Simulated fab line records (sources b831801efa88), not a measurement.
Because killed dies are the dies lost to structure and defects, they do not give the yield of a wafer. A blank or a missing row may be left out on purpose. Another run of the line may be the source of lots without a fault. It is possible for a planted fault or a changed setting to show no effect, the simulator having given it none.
fab line records | flow sky130
record: lots: 5 | wafers: 23
route steps=708 shown CAPM@544 METAL3@560 METAL4@598 CAP2M@605 VIA4@639 METAL5@662
startH: hours from the record's opening day to when the first of the lot's shown wafers began | waitH: hours from the lot's prior step to this one | " repeats the value in the row above | L1.1+2: one row covering several wafers at once | - no value, or no start given | * or withheld: withheld | < > ~ a bound
route shown NAME@n: names a module that has steps shown in the file, with the first one's number in the route | usual: average and standard deviation across the fault-free wafers | same: alike in all rows | chamber/n: place in a boat | sites: the reading at each site | _std_site: standard deviation of those values | _edge_site: outer sites' mean less inner sites' | radiusMm: how far each site lies from the wafer's centre | mask NAME#n: copy n | behind: the tool/chamber that last shaped the wafer | hold: why the lot was held/for how many hours/how that ended | device: the n, p or np transistor that did not switch | end of line: tests of these same wafers at the route's end | a step given without rows: its recipe and nothing more | killed: the dies lost at the first sort to structure and to defects; this is not the yield of the wafer | map: shows each die of a wafer: x if killed, . if not, _ if none is there
set.NAME: the setting that was run; set.NAME@STEP: the one run at that earlier step | model.NAME: the simulator's own value behind a step, which no gauge read
lots where settings were altered on purpose, with a table for each step and a row for each wafer
== steps ==
step: SKY_CAPM_COAT_07
recipe: resist: NOVOLAK | spinRpm: 3000 | resistThkNm: 1140
lot.wafer | tool          | chamber | startH | waitH | set.spinRpm | model.NOVOLAK_of_CAPM_COAT_07.thkNm
L074.1    | lithoTrack-03 | 0       | 894.34 | 0.1   | 2786        | 1185
L074.3+4  | "             | 0       | "      | "     | 3000        | -
L074.5    | "             | 0       | "      | "     | 3000        | 1141
L074.6    | "             | 0       | "      | "     | 2786        | 1183
L079.4    | lithoTrack-03 | 0       | 901.31 | 0.1   | 3000        | 1141
L079.5+6  | "             | 0       | "      | "     | 3000        | 1140
L082.1    | lithoTrack-04 | 0       | 917.23 | 0.1   | 3000        | 1140
L082.2    | "             | 0       | "      | "     | 3000        | 1139
L082.4    | "             | 0       | "      | "     | 2871        | 1163
L082.5    | "             | 0       | "      | "     | 2871        | 1166
L082.6    | "             | 0       | "      | "     | 3000        | 1137
L083.1+2  | lithoTrack-02 | 0       | 918.21 | 0.1   | 3000        | -
L083.3    | "             | 0       | "      | "     | 3000        | 1137
L083.4    | "             | 0       | "      | "     | 2900        | 1161
L083.5    | "             | 0       | "      | "     | 2900        | -
L084.1    | lithoTrack-02 | 0       | 923.16 | 0.1   | 3000        | 1139
L084.2    | "             | 0       | "      | "     | 3000        | 1140
L084.3    | "             | 0       | "      | "     | 2851        | 1171
L084.5    | "             | 0       | "      | "     | 2851        | 1172
L084.6    | "             | 0       | "      | "     | 3000        | 1141
step: SKY_CAPM_SOFTBAKE_08
recipe: tempC: 90 | timeS: 60 | resist: NOVOLAK
step: SKY_CAPM_EXPOSE_09
recipe: maskId: CAPM | na: 0.6 | sourceShape: conventional | sigmaOuter: 0.6 | polarization: unpolarized | targetCdNm: 1000 | doseMj: 159
step: SKY_CAPM_DEVELOP_11
recipe: resist: NOVOLAK | developer: TMAH | developTimeS: 60 | devTempC: 23
step: SKY_CAPM_METAL_ETCH_13
recipe: targetDepthNm: 220 | stopOn: SiO2 | chemistry: Cl2/BCl3 | target: TiN | pressureMtorr: 10 | icpW: 900 | biasW: 48.5 | Cl2_flow_sccm: 60 | bcl3FlowSccm: 30 | timeS: 62.9
usual: oesProductAu: 0.935/0.0077
lot.wafer | tool        | chamber | startH | waitH | set.powerW@CAPM_SPUTTER_02 | set.spinRpm@CAPM_COAT_07 | oesProductAu | model.NOVOLAK_of_CAPM_COAT_07.thkNm
L074.1    | rieMetal-04 | 1       | 907.10 | 0.0   | 6500                       | 2786                     | 0.933        | 1036
L074.3    | "           | 1       | "      | "     | 5933                       | 3000                     | 0.894        | -
L074.4    | "           | 0       | "      | "     | 5933                       | 3000                     | 0.880        | -
L074.5    | "           | 0       | "      | "     | 6500                       | 3000                     | 0.934        | 995.3
L074.6    | "           | 1       | "      | "     | 6500                       | 2786                     | 0.932        | 1035
L079.4    | rieMetal-04 | 0       | 913.32 | 0.0   | 6500                       | 3000                     | 0.932        | 998.3
L079.5    | "           | 1       | "      | "     | 6500                       | 3000                     | 0.927        | 994.4
L079.6    | "           | 0       | "      | "     | 6500                       | 3000                     | 0.928        | 996.2
L082.1    | rieMetal-01 | 0       | 930.01 | 0.0   | 6500                       | 3000                     | 0.918        | 991.9
L082.2    | "           | 1       | "      | "     | 6500                       | 3000                     | 0.938        | 992.6
L082.4    | "           | 1       | "      | "     | 6500                       | 2871                     | 0.946        | 1016
L082.5    | "           | 1       | "      | "     | 6500                       | 2871                     | 0.942        | 1020
L082.6    | "           | 0       | "      | "     | 6500                       | 3000                     | 0.937        | 988.4
L083.1    | rieMetal-04 | 0       | 931.57 | 0.0   | 7214                       | 3000                     | 0.984        | -
L083.2    | "           | 1       | "      | "     | 7214                       | 3000                     | 0.976        | -
L083.3    | "           | 0       | "      | "     | 6500                       | 3000                     | 0.940        | 994
L083.4    | "           | 1       | "      | "     | 6500                       | 2900                     | 0.933        | 1013
L083.5    | "           | 1       | "      | "     | 7214                       | 2900                     | 0.993        | -
L084.1    | rieMetal-03 | 1       | 935.76 | 0.0   | 6203                       | 3000                     | 0.913        | 992
L084.2    | "           | 1       | "      | "     | 6203                       | 3000                     | 0.921        | 992
L084.3    | "           | 1       | "      | "     | 6500                       | 2851                     | 0.935        | 1023
L084.5    | "           | 1       | "      | "     | 6203                       | 2851                     | 0.913        | 1024
L084.6    | "           | 1       | "      | "     | 6500                       | 3000                     | 0.949        | 993.6
step: SKY_CAPM_STRIP_14
recipe: chemistry: O2/N2 | powerW: 1400 | pressureMtorr: 1500 | platenTempC: withheld | o2FlowSccm: 3000 | n2FlowSccm: 300 | overashFraction: 0.5
usual: stripTimeToEndpointS: 12.65/0.037
lot.wafer | tool           | chamber | startH | waitH | set.spinRpm@CAPM_COAT_07 | stripTimeToEndpointS
L074.1    | plasmaAsher-04 | 1       | 907.17 | 0.1   | 2786                     | 13.08
L074.3    | "              | 0       | "      | "     | 3000                     | 12.67
L074.4    | "              | 1       | "      | "     | 3000                     | 12.66
L074.5    | "              | 1       | "      | "     | 3000                     | 12.66
L074.6    | "              | 0       | "      | "     | 2786                     | 13.08
L079.4    | plasmaAsher-04 | 0       | 913.41 | 0.1   | 3000                     | 12.71
L079.5    | "              | 1       | "      | "     | 3000                     | 12.67
L079.6    | "              | 0       | "      | "     | 3000                     | 12.68
L082.1    | plasmaAsher-04 | 1       | 930.09 | 0.1   | 3000                     | 12.64
L082.2    | "              | 0       | "      | "     | 3000                     | 12.63
L082.4    | "              | 0       | "      | "     | 2871                     | 12.85
L082.5    | "              | 1       | "      | "     | 2871                     | 12.88
L082.6    | "              | 0       | "      | "     | 3000                     | 12.61
L083.1    | plasmaAsher-02 | 1       | 931.65 | 0.1   | 3000                     | 12.71
L083.2    | "              | 0       | "      | "     | 3000                     | 12.63
L083.3    | "              | 0       | "      | "     | 3000                     | 12.65
L083.4    | "              | 1       | "      | "     | 2900                     | 12.80
L083.5    | "              | 1       | "      | "     | 2900                     | 12.79
L084.1    | plasmaAsher-02 | 0       | 935.92 | 0.1   | 3000                     | 12.65
L084.2    | "              | 1       | "      | "     | 3000                     | 12.64
L084.3    | "              | 0       | "      | "     | 2851                     | 12.93
L084.5    | "              | 1       | "      | "     | 2851                     | 12.96
L084.6    | "              | 0       | "      | "     | 3000                     | 12.66
step: SKY_METAL3_EXPOSE_10
recipe: maskId: MM3 | na: 0.68 | sourceShape: annular | sigmaInner: 0.4 | sigmaOuter: 0.8 | targetCdNm: 300 | doseMj: 28
lot.wafer      | tool          | chamber | startH | waitH | mask  | set.doseMj
L074.1+3+4+5+6 | krfScanner-01 | 0       | -      | -     | MM3#0 | 28
L079.4+5+6     | krfScanner-01 | 0       | -      | -     | MM3#0 | 28
L082.1+2+5     | krfScanner-01 | 0       | -      | -     | MM3#0 | 28
L082.4+6       | "             | 0       | "      | "     | MM3#0 | 27.3
L083.1+2       | krfScanner-01 | 0       | -      | -     | MM3#0 | 29.35
L083.3+4+5     | "             | 0       | "      | "     | MM3#0 | 28
L084.1+3+5     | krfScanner-01 | 0       | -      | -     | MM3#0 | 29.56
L084.2+6       | "             | 0       | "      | "     | MM3#0 | 28
step: SKY_METAL3_PEB_11
recipe: pebTempC: withheld | pebTimeS: withheld | resist: KrF-thick
step: SKY_METAL3_DEVELOP_12
recipe: developTimeS: 60 | resist: KrF-thick | devTempC: 21
step: SKY_METAL3_CD_MEAS_13
recipe: targetCdNm: 300
usual: cdNm: 299.7/1.4
lot.wafer | tool     | chamber | startH | waitH | set.doseMj@METAL3_EXPOSE_10 | cdNm
L074.1    | cdSem-02 | -       | 933.03 | -     | 28                          | 296.8
L074.3    | "        | -       | "      | "     | 28                          | 297.0
L074.4    | "        | -       | "      | "     | 28                          | 297.9
L074.5    | "        | -       | "      | "     | 28                          | 298.6
L074.6    | "        | -       | "      | "     | 28                          | 297.3
L079.4    | cdSem-01 | -       | 939.02 | -     | 28                          | 300.6
L079.5    | "        | -       | "      | "     | 28                          | 299.5
L079.6    | "        | -       | "      | "     | 28                          | 299.1
L082.1    | cdSem-01 | -       | 954.53 | -     | 28                          | 298.0
L082.2    | "        | -       | "      | "     | 28                          | 298.6
L082.4    | "        | -       | "      | "     | 27.3                        | 304.0
L082.5    | "        | -       | "      | "     | 28                          | 297.9
L082.6    | "        | -       | "      | "     | 27.3                        | 304.1
L083.1    | cdSem-01 | -       | 956.56 | -     | 29.35                       | 293.9
L083.2    | "        | -       | "      | "     | 29.35                       | 291.7
L083.3    | "        | -       | "      | "     | 28                          | 300.9
L083.4    | "        | -       | "      | "     | 28                          | 299.5
L083.5    | "        | -       | "      | "     | 28                          | 300.9
L084.1    | cdSem-02 | -       | 960.71 | -     | 29.56                       | 292.6
L084.2    | "        | -       | "      | "     | 28                          | 302.8
L084.3    | "        | -       | "      | "     | 29.56                       | 291.9
L084.5    | "        | -       | "      | "     | 29.56                       | 293.8
L084.6    | "        | -       | "      | "     | 28                          | 302.3
step: SKY_METAL3_DESCUM_15
recipe: chemistry: O2 | sourcePowerW: 150 | biasPowerW: 0 | pressureMtorr: 10 | tempC: 40 | timeS: 8
lot.wafer | tool        | chamber | startH | waitH | set.doseMj@METAL3_EXPOSE_10 | model.METAL3.cdNm
L074.1    | rieMetal-02 | 0       | 933.18 | 0.0   | 28                          | 296.1
L074.3    | "           | 1       | "      | "     | 28                          | 295.9
L074.4    | "           | 0       | "      | "     | 28                          | 297.2
L074.5    | "           | 0       | "      | "     | 28                          | 297.6
L074.6    | "           | 1       | "      | "     | 28                          | 295.7
L079.4    | rieMetal-01 | 1       | 939.13 | 0.0   | 28                          | 301.7
L079.5    | "           | 0       | "      | "     | 28                          | 299
L079.6    | "           | 1       | "      | "     | 28                          | 300.3
L082.1    | rieMetal-01 | 1       | 954.69 | 0.0   | 28                          | 299.1
L082.2    | "           | 0       | "      | "     | 28                          | 298.2
L082.4    | "           | 0       | "      | "     | 27.3                        | 303.6
L082.5    | "           | 1       | "      | "     | 28                          | 299.7
L082.6    | "           | 0       | "      | "     | 27.3                        | 303.5
L083.1    | rieMetal-02 | 0       | 956.72 | 0.0   | 29.35                       | 292.9
L083.2    | "           | 1       | "      | "     | 29.35                       | 290.7
L083.3    | "           | 1       | "      | "     | 28                          | 299.1
L083.4    | "           | 0       | "      | "     | 28                          | 298.3
L083.5    | "           | 1       | "      | "     | 28                          | 299.3
L084.1    | rieMetal-04 | 0       | 960.87 | 0.0   | 29.56                       | 292.7
L084.2+6  | "           | 1,0     | "      | "     | 28                          | 302.5
L084.3    | "           | 1       | "      | "     | 29.56                       | 291.3
L084.5    | "           | 1       | "      | "     | 29.56                       | 293.1
step: SKY_METAL4_SPUTTER_00
recipe: material: Ti | targetThkNm: 15 | powerW: 3000 | timeS: 10 | chamberPressurePa: 0.4
lot.wafer | tool          | chamber | startH | waitH | set.powerW | model.Ti_of_METAL4_SPUTTER_00.thkNm
L074.1    | pvdSputter-01 | -       | 960.64 | 0.1   | 2702       | 13.87
L074.3    | "             | -       | "      | "     | 2702       | 13.92
L074.4    | "             | -       | "      | "     | 3000       | 15.38
L074.5    | "             | -       | "      | "     | 2702       | 14.02
L074.6    | "             | -       | "      | "     | 3000       | 15.31
L079.4    | pvdSputter-03 | -       | 966.51 | 0.1   | 3000       | 14.63
L079.5    | "             | -       | "      | "     | 3000       | 14.69
L079.6    | "             | -       | "      | "     | 3000       | 14.21
L082.1    | pvdSputter-03 | -       | 981.33 | 0.1   | 2644       | 13.48
L082.2    | "             | -       | "      | "     | 2644       | 13.6
L082.4    | "             | -       | "      | "     | 3000       | 15.15
L082.5    | "             | -       | "      | "     | 3000       | 15.29
L082.6    | "             | -       | "      | "     | 2644       | 13.39
L083.1    | pvdSputter-02 | -       | 983.12 | 0.1   | 3000       | 14.74
L083.2    | "             | -       | "      | "     | 3153       | 15.6
L083.3    | "             | -       | "      | "     | 3000       | 14.89
L083.4    | "             | -       | "      | "     | 3000       | 15.08
L083.5    | "             | -       | "      | "     | 3153       | 15.96
L084.1    | pvdSputter-02 | -       | 988.07 | 0.2   | 3355       | 16.68
L084.2    | "             | -       | "      | "     | 3355       | 16.46
L084.3    | "             | -       | "      | "     | 3000       | 14.98
L084.5    | "             | -       | "      | "     | 3000       | 15.02
L084.6    | "             | -       | "      | "     | 3000       | 14.9
step: SKY_CAP2M_SPUTTER_02
recipe: material: TiN | targetThkNm: 200 | tempC: 300 | powerW: 6500 | timeS: 166.7 | chamberPressurePa: 0.4
lot.wafer | tool          | chamber | startH | waitH | set.powerW | model.TiN_of_CAP2M_SPUTTER_02.thkNm
L074.1    | pvdSputter-03 | -       | 960.88 | 0.1   | 6500       | 201.8
L074.3    | "             | -       | "      | "     | 6500       | 194.7
L074.4    | "             | -       | "      | "     | 6500       | 196.6
L074.5    | "             | -       | "      | "     | 6500       | 203.3
L074.6    | "             | -       | "      | "     | 6500       | 192.6
L079.4    | pvdSputter-04 | -       | 966.74 | 0.0   | 6500       | 202.3
L079.5    | "             | -       | "      | "     | 6500       | 197.6
L079.6    | "             | -       | "      | "     | 6500       | 200.3
L082.1+6  | pvdSputter-02 | -       | 981.57 | 0.1   | 6500       | 199.9
L082.2    | "             | -       | "      | "     | 6219       | 190.5
L082.4    | "             | -       | "      | "     | 6500       | 205.2
L082.5    | "             | -       | "      | "     | 6219       | 191
L083.1    | pvdSputter-03 | -       | 983.36 | 0.1   | 5904       | 186
L083.2    | "             | -       | "      | "     | 5904       | 181.2
L083.3    | "             | -       | "      | "     | 6500       | 196.8
L083.4    | "             | -       | "      | "     | 5904       | 180.1
L083.5    | "             | -       | "      | "     | 6500       | 199.3
L084.1    | pvdSputter-03 | -       | 988.31 | 0.1   | 7181       | 221.2
L084.2    | "             | -       | "      | "     | 6500       | 197.1
L084.3    | "             | -       | "      | "     | 7181       | 226.4
L084.5    | "             | -       | "      | "     | 6500       | 199
L084.6    | "             | -       | "      | "     | 7181       | 221.3
step: SKY_CAP2M_RS_MEAS_03
recipe: thkMeasGauge: four-point-probe | reads: TiN_of_CAP2M_SPUTTER_02
usual: CAP2M_TIN_RS: 6.93/0.12
lot.wafer | tool         | chamber | startH | waitH | set.powerW@CAP2M_SPUTTER_02 | CAP2M_TIN_RS[ohm/sq]
L074.1    | filmMetro-01 | -       | 960.99 | 0.1   | 6500                        | 6.84
L074.3    | "            | -       | "      | "     | 6500                        | 7.09
L074.4    | "            | -       | "      | "     | 6500                        | 7.02
L074.5    | "            | -       | "      | "     | 6500                        | 6.80
L074.6    | "            | -       | "      | "     | 6500                        | 7.18
L079.4    | filmMetro-03 | -       | 966.91 | 0.1   | 6500                        | 6.82
L079.5    | "            | -       | "      | "     | 6500                        | 6.99
L079.6    | "            | -       | "      | "     | 6500                        | 6.88
L082.1    | filmMetro-03 | -       | 981.68 | 0.1   | 6500                        | 6.90
L082.2    | "            | -       | "      | "     | 6219                        | 7.25
L082.4    | "            | -       | "      | "     | 6500                        | 6.74
L082.5    | "            | -       | "      | "     | 6219                        | 7.23
L082.6    | "            | -       | "      | "     | 6500                        | 6.92
L083.1    | filmMetro-01 | -       | 983.47 | 0.1   | 5904                        | 7.45
L083.2    | "            | -       | "      | "     | 5904                        | 7.64
L083.3    | "            | -       | "      | "     | 6500                        | 7.03
L083.4    | "            | -       | "      | "     | 5904                        | 7.69
L083.5    | "            | -       | "      | "     | 6500                        | 6.92
L084.1    | filmMetro-01 | -       | 988.42 | 0.1   | 7181                        | 6.23
L084.2    | "            | -       | "      | "     | 6500                        | 7.02
L084.3    | "            | -       | "      | "     | 7181                        | 6.08
L084.5    | "            | -       | "      | "     | 6500                        | 6.94
L084.6    | "            | -       | "      | "     | 7181                        | 6.22
step: SKY_CAP2M_THK_MEAS_04
recipe: thkMeasGauge: xrf | reads: TiN_of_CAP2M_SPUTTER_02
usual: CAP2M_TIN_THK: 206/3.5
lot.wafer | tool         | chamber | startH | waitH | set.powerW@CAP2M_SPUTTER_02 | CAP2M_TIN_THK[nm]
L074.1    | filmMetro-01 | -       | 961.11 | 0.1   | 6500                        | 209
L074.3    | "            | -       | "      | "     | 6500                        | 202
L074.4    | "            | -       | "      | "     | 6500                        | 203
L074.5    | "            | -       | "      | "     | 6500                        | 211
L074.6    | "            | -       | "      | "     | 6500                        | 199
L079.4    | filmMetro-03 | -       | 967.00 | 0.1   | 6500                        | 208
L079.5    | "            | -       | "      | "     | 6500                        | 202
L079.6    | "            | -       | "      | "     | 6500                        | 205
L082.1    | filmMetro-03 | -       | 981.80 | 0.1   | 6500                        | 205
L082.2    | "            | -       | "      | "     | 6219                        | 196
L082.4    | "            | -       | "      | "     | 6500                        | 210
L082.5    | "            | -       | "      | "     | 6219                        | 196
L082.6    | "            | -       | "      | "     | 6500                        | 205
L083.1    | filmMetro-01 | -       | 983.59 | 0.1   | 5904                        | 192
L083.2    | "            | -       | "      | "     | 5904                        | 187
L083.3    | "            | -       | "      | "     | 6500                        | 203
L083.4    | "            | -       | "      | "     | 5904                        | 186
L083.5    | "            | -       | "      | "     | 6500                        | 207
L084.1    | filmMetro-01 | -       | 988.54 | 0.1   | 7181                        | 231
L084.2    | "            | -       | "      | "     | 6500                        | 205
L084.3    | "            | -       | "      | "     | 7181                        | 234
L084.5    | "            | -       | "      | "     | 6500                        | 206
L084.6    | "            | -       | "      | "     | 7181                        | 229
step: SKY_CAP2M_HMDS_06
recipe: primeTimeS: 60 | primeTempC: 120
lot.wafer      | tool          | chamber | startH | waitH | set.primeTimeS
L074.1+4       | lithoTrack-03 | 0       | 971.29 | 0.1   | 54.34
L074.3+5+6     | "             | 0       | "      | "     | 60
L079.4+5+6     | lithoTrack-01 | 0       | 978.25 | 0.1   | 60
L082.1+4       | lithoTrack-03 | 0       | 992.34 | 0.1   | 60
L082.2+5+6     | "             | 0       | "      | "     | 52.75
L083.1+2+3+4+5 | lithoTrack-01 | 0       | 993.93 | 0.1   | 60
L084.1+2+5     | lithoTrack-01 | 0       | 998.88 | 0.1   | 67.24
L084.3+6       | "             | 0       | "      | "     | 60
step: SKY_CAP2M_METAL_ETCH_13
recipe: targetDepthNm: 220 | stopOn: SiO2 | chemistry: Cl2/BCl3 | target: TiN | pressureMtorr: 10 | icpW: 900 | biasW: 48.5 | Cl2_flow_sccm: 60 | bcl3FlowSccm: 30 | timeS: 62.9
usual: oesProductAu: 0.941/0.0098
lot.wafer | tool        | chamber | startH  | waitH | set.pressureMtorr | set.powerW@CAP2M_SPUTTER_02 | oesProductAu
L074.1    | rieMetal-04 | 1       | 984.17  | 0.0   | 9.612             | 6500                        | 0.948
L074.3    | "           | 0       | "       | "     | 9.612             | 6500                        | 0.929
L074.4    | "           | 1       | "       | "     | 9.612             | 6500                        | 0.938
L074.5    | "           | 0       | "       | "     | 9.612             | 6500                        | 0.951
L074.6    | "           | 1       | "       | "     | 9.612             | 6500                        | 0.927
L079.4    | rieMetal-03 | 0       | 990.25  | 0.0   | 10                | 6500                        | 0.944
L079.5    | "           | 0       | "       | "     | 10                | 6500                        | 0.939
L079.6    | "           | 1       | "       | "     | 10                | 6500                        | 0.941
L082.1    | rieMetal-02 | 1       | 1004.77 | 0.0   | 9.329             | 6500                        | 0.935
L082.2    | "           | 0       | "       | "     | 9.329             | 6219                        | 0.927
L082.4    | "           | 1       | "       | "     | 9.329             | 6500                        | 0.962
L082.5    | "           | 1       | "       | "     | 9.329             | 6219                        | 0.921
L082.6    | "           | 0       | "       | "     | 9.329             | 6500                        | 0.942
L083.1    | rieMetal-03 | 1       | 1006.42 | 0.0   | 10.61             | 5904                        | 0.911
L083.2    | "           | 0       | "       | "     | 10.61             | 5904                        | 0.892
L083.3    | "           | 0       | "       | "     | 10.61             | 6500                        | 0.925
L083.4    | "           | 1       | "       | "     | 10.61             | 5904                        | 0.890
L083.5    | "           | 0       | "       | "     | 10.61             | 6500                        | 0.942
L084.1    | rieMetal-03 | 1       | 1011.47 | 0.0   | 10.81             | 7181                        | 0.997
L084.2    | "           | 0       | "       | "     | 10.81             | 6500                        | 0.934
L084.3    | "           | 0       | "       | "     | 10.81             | 7181                        | 0.991
L084.5    | "           | 0       | "       | "     | 10.81             | 6500                        | 0.942
L084.6    | "           | 1       | "       | "     | 10.81             | 7181                        | 0.996
step: SKY_VIA4_HDPCVD_00
recipe: material: SiO2 | targetThkNm: 1750 | sigmaOpenFrac: 0.3 | timeS: 291.7 | tempC: 400 | sih4FlowSccm: 60 | pressureMtorr: 6
lot.wafer    | tool      | chamber | startH  | waitH | set.timeS | set.primeTimeS@CAP2M_HMDS_06 | model.SiO2_of_VIA4_HDPCVD_00.thkNm
L074.1       | hdpcvd-01 | 0       | 1009.04 | 0.0   | 331       | 54.34                        | -
L074.3       | "         | 2       | "       | "     | 291.7     | 60                           | -
L074.4       | "         | 2       | "       | "     | 331       | 54.34                        | 2024
L074.5       | "         | 0       | "       | "     | 291.7     | 60                           | 1801
L074.6       | "         | 1       | "       | "     | 331       | 60                           | -
L079.4       | hdpcvd-02 | 0       | 1014.90 | 0.1   | 291.7     | 60                           | 1725
L079.5       | "         | 2       | "       | "     | 291.7     | 60                           | 1741
L079.6       | "         | 1       | "       | "     | 291.7     | 60                           | 1709
L082.1       | hdpcvd-02 | 0       | 1030.16 | 0.0   | 280.2     | 60                           | -
L082.2+6     | "         | 1       | "       | "     | 291.7     | 52.75                        | -
L082.4       | "         | 0       | "       | "     | 280.2     | 60                           | 1648
L082.5       | "         | 2       | "       | "     | 280.2     | 52.75                        | -
L083.1       | hdpcvd-02 | 0       | 1032.02 | 0.0   | 291.7     | 60                           | 1722
L083.2+3+4+5 | "         | 2,1,2,1 | "       | "     | 291.7     | 60                           | -
L084.1+5     | hdpcvd-02 | 0       | 1036.94 | 0.0   | 291.7     | 67.24                        | -
L084.2       | "         | 1       | "       | "     | 291.7     | 67.24                        | 1705
L084.3       | "         | 2       | "       | "     | 291.7     | 60                           | 1730
L084.6       | "         | 1       | "       | "     | 291.7     | 60                           | 1714
step: SKY_VIA4_THK_MEAS_01
recipe: reads: SiO2_of_VIA4_HDPCVD_00
usual: VIA4_HDPCVD_THK: 1745/35
lot.wafer | tool         | chamber | startH  | waitH | set.timeS@VIA4_HDPCVD_00 | VIA4_HDPCVD_THK[nm]
L074.1    | filmMetro-02 | -       | 1009.21 | 0.1   | 331                      | 2039
L074.3    | "            | -       | "       | "     | 291.7                    | 1774
L074.4    | "            | -       | "       | "     | 331                      | 2023
L074.5    | "            | -       | "       | "     | 291.7                    | 1801
L074.6    | "            | -       | "       | "     | 331                      | 2042
L079.4    | filmMetro-02 | -       | 1015.02 | 0.0   | 291.7                    | 1726
L079.5    | "            | -       | "       | "     | 291.7                    | 1742
L079.6    | "            | -       | "       | "     | 291.7                    | 1709
L082.1    | filmMetro-02 | -       | 1030.34 | 0.1   | 280.2                    | 1674
L082.2    | "            | -       | "       | "     | 291.7                    | 1722
L082.4    | "            | -       | "       | "     | 280.2                    | 1649
L082.5    | "            | -       | "       | "     | 280.2                    | 1667
L082.6    | "            | -       | "       | "     | 291.7                    | 1700
L083.1    | filmMetro-03 | -       | 1032.20 | 0.1   | 291.7                    | 1721
L083.2    | "            | -       | "       | "     | 291.7                    | 1762
L083.3    | "            | -       | "       | "     | 291.7                    | 1742
L083.4    | "            | -       | "       | "     | 291.7                    | 1744
L083.5    | "            | -       | "       | "     | 291.7                    | 1734
L084.1    | filmMetro-03 | -       | 1037.11 | 0.1   | 291.7                    | 1736
L084.2    | "            | -       | "       | "     | 291.7                    | 1705
L084.3    | "            | -       | "       | "     | 291.7                    | 1731
L084.5    | "            | -       | "       | "     | 291.7                    | 1736
L084.6    | "            | -       | "       | "     | 291.7                    | 1713
step: SKY_VIA4_ETCH_12
recipe: target: SiO2 | chemistry: C4F8/O2/Ar | stopOn: TiN | maskMaterial: NOVOLAK | sourceW: 1500 | biasW: 1200 | pressureMtorr: 40 | c4f8FlowSccm: withheld | O2_flow_sccm: 6 | Ar_flow_sccm: 300 | timeS: withheld | targetDepthA: 5800
lot.wafer  | tool       | chamber | startH  | waitH | set.sourceW
L074.1+3+4 | rieDiel-01 | 2,1,3   | 1032.72 | 0.0   | 1452
L074.5+6   | "          | 1,0     | "       | "     | 1500
L079.4+5+6 | rieDiel-02 | 2,3,1   | 1037.58 | 0.0   | 1500
L082.1+5   | rieDiel-01 | 3       | 1051.65 | 0.0   | 1500
L082.2+4+6 | "          | 0,1,2   | "       | "     | 1407
L083.1+2+3 | rieDiel-02 | 2,0,1   | 1052.96 | 0.0   | 1500
L083.4+5   | "          | 3,0     | "       | "     | 1562
L084.1+2+6 | rieDiel-01 | 2,3,3   | 1059.35 | 0.0   | 1500
L084.3+5   | "          | 0,2     | "       | "     | 1617
step: SKY_METAL5_SPUTTER_01
recipe: material: TiN | targetThkNm: 20 | powerW: 6500 | timeS: 16.7 | chamberPressurePa: 0.4
lot.wafer | tool          | chamber | startH  | waitH | set.timeS | model.TiN_of_METAL5_SPUTTER_01.thkNm
L074.1    | pvdSputter-01 | -       | 1034.45 | 0.0   | 14.45     | 17.43
L074.3    | "             | -       | "       | "     | 16.7      | 20.19
L074.4    | "             | -       | "       | "     | 16.7      | 20.26
L074.5    | "             | -       | "       | "     | 16.7      | 20.3
L074.6    | "             | -       | "       | "     | 14.45     | 17.32
L079.4    | pvdSputter-04 | -       | 1038.94 | 0.0   | 16.7      | 20.49
L079.5    | "             | -       | "       | "     | 16.7      | 20.24
L079.6    | "             | -       | "       | "     | 16.7      | 20.4
L082.1    | pvdSputter-04 | -       | 1053.43 | 0.0   | 15.74     | 19.03
L082.2    | "             | -       | "       | "     | 15.74     | 19.13
L082.4    | "             | -       | "       | "     | 16.7      | 19.67
L082.5    | "             | -       | "       | "     | 15.74     | 18.92
L082.6    | "             | -       | "       | "     | 16.7      | 20.33
L083.1    | pvdSputter-01 | -       | 1055.02 | 0.0   | 16.7      | 20.27
L083.2    | "             | -       | "       | "     | 17.97     | 21.63
L083.3    | "             | -       | "       | "     | 17.97     | 21.8
L083.4    | "             | -       | "       | "     | 16.7      | 20.06
L083.5    | "             | -       | "       | "     | 17.97     | 21.61
L084.1    | pvdSputter-04 | -       | 1060.83 | 0.0   | 16.7      | 19.71
L084.2    | "             | -       | "       | "     | 16.7      | 20.28
L084.3    | "             | -       | "       | "     | 16.7      | 20.33
L084.5    | "             | -       | "       | "     | 16.7      | 20.38
L084.6    | "             | -       | "       | "     | 16.7      | 20.34
== key ==
split: step: SKY_CAPM_COAT_07 | setting: spinRpm | stated: 3000 | by: wafer
response: step: SKY_CAPM_COAT_07 | reading: model.NOVOLAK_of_CAPM_COAT_07.thkNm | change: -6.21 | per: 1% | r: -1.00
response: step: SKY_CAPM_METAL_ETCH_13 | reading: model.NOVOLAK_of_CAPM_COAT_07.thkNm | change: -6 | per: 1% | r: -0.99
response: step: SKY_CAPM_STRIP_14 | reading: stripTimeToEndpointS | change: * | per: 1% | r: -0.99
split: step: SKY_METAL3_EXPOSE_10 | setting: doseMj | stated: 28 | by: wafer
response: step: SKY_METAL3_CD_MEAS_13 | reading: cdNm | change: -1.75 | per: 1% | r: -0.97
response: step: SKY_METAL3_DESCUM_15 | reading: model.METAL3.cdNm | change: -1.69 | per: 1% | r: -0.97
split: step: SKY_METAL4_SPUTTER_00 | setting: powerW | stated: 3000 | by: wafer
response: step: SKY_METAL4_SPUTTER_00 | reading: model.Ti_of_METAL4_SPUTTER_00.thkNm | change: +0.143 | per: 1% | r: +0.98
split: step: SKY_CAP2M_SPUTTER_02 | setting: powerW | stated: 6500 | by: wafer
response: step: SKY_CAP2M_SPUTTER_02 | reading: model.TiN_of_CAP2M_SPUTTER_02.thkNm | change: +2.13 | per: 1% | r: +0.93
response: step: SKY_CAP2M_RS_MEAS_03 | reading: CAP2M_TIN_RS | change: -0.0743 | per: 1% | r: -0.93
response: step: SKY_CAP2M_THK_MEAS_04 | reading: CAP2M_TIN_THK | change: +2.19 | per: 1% | r: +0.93
response: step: SKY_CAP2M_METAL_ETCH_13 | reading: oesProductAu | change: +0.00484 | per: 1% | r: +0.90
split: step: SKY_CAP2M_HMDS_06 | setting: primeTimeS | stated: 60 | by: wafer
response: step: SKY_VIA4_HDPCVD_00 | reading: model.SiO2_of_VIA4_HDPCVD_00.thkNm | shape: bent | atLowest: 2024 | atStated: 1724 | atHighest: 1705
split: step: SKY_CAP2M_METAL_ETCH_13 | setting: pressureMtorr | stated: 10 | by: lot
response none clear
split: step: SKY_VIA4_HDPCVD_00 | setting: timeS | stated: 291.7 | by: wafer
response: step: SKY_VIA4_THK_MEAS_01 | reading: VIA4_HDPCVD_THK | change: +17.9 | per: 1% | r: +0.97
split: step: SKY_VIA4_ETCH_12 | setting: sourceW | stated: 1500 | by: wafer
response none in this file
split: step: SKY_METAL5_SPUTTER_01 | setting: timeS | stated: 16.7 | by: wafer
response: step: SKY_METAL5_SPUTTER_01 | reading: model.TiN_of_METAL5_SPUTTER_01.thkNm | change: +0.205 | per: 1% | r: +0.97
split outsideThisFile step=SKY_CAPM_SPUTTER_02 setting=powerW
split outsideThisFile: this setting was split too, and the file shows its column; the key of that split is in another file
